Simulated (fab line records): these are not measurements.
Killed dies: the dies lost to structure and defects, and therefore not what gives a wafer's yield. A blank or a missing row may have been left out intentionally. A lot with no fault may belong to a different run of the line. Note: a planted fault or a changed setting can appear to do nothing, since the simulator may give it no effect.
Matching of chambers ; flow gf180mcu ; GF_SAB_CVD_00 on pecvd-04: 3 sister chambers
The step deposits SiO2 from TEOS, target thk 50 nm, time 4.9302 s. 16 wafers are shown with their chamber, then 8 later ones without.

WAFERS, EACH WITH ITS CHAMBER
wafer;chamber;heater-power-w (W)
L076.3;2;745
L076.4;2;742
L076.5;0;581
L079.2;0;582
L079.3;1;598
L079.6;0;567
L080.1;2;747
L080.2;1;576
L080.5;2;738
L081.3;2;622
L081.4;2;638
L081.5;0;597
L085.1;1;630
L085.2;0;508
L085.6;1;627
L087.2;2;718

SIGNATURES, as means of the wafers listed above
reading;chamber 0;chamber 1;chamber 2;scatter within a chamber
heater-power-w;567.00;607.75;707.14;43.1
Rule: a wafer's distance from a chamber is the root of the sum, over the readings, of the square of ((its reading less the chamber's mean) divided by the reading's scatter). If the next closest chamber is less than 2 further off than the closest, the wafer can't be placed; otherwise it belongs to the closest. The scatter: the root of (the sum of the squares of (reading less its chamber's mean) over the shown wafers, divided by (wafers less chambers)).

WAFERS MISSING THEIR CHAMBER
wafer;heater-power-w (W)
L087.3;549
L087.4;541
L089.1;663
L089.4;639
L089.6;618
L097.3;614
L097.5;608
L097.6;544

CHAMBER TAKEN BY EACH
wafer;from the rows above;in truth
L087.3;can't be placed: 0 or 1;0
L087.4;can't be placed: 0 or 1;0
L089.1;can't be placed: 2 or 1 or 0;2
L089.4;can't be placed: 1 or 2 or 0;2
L089.6;can't be placed: 1 or 0 or 2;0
L097.3;can't be placed: 1 or 0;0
L097.5;can't be placed: 1 or 0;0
L097.6;can't be placed: 0 or 1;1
Correct placement for 0 of the 8. These rows do not allow placing 8 (true chamber among the candidates in 8). Placed wrongly: 0.
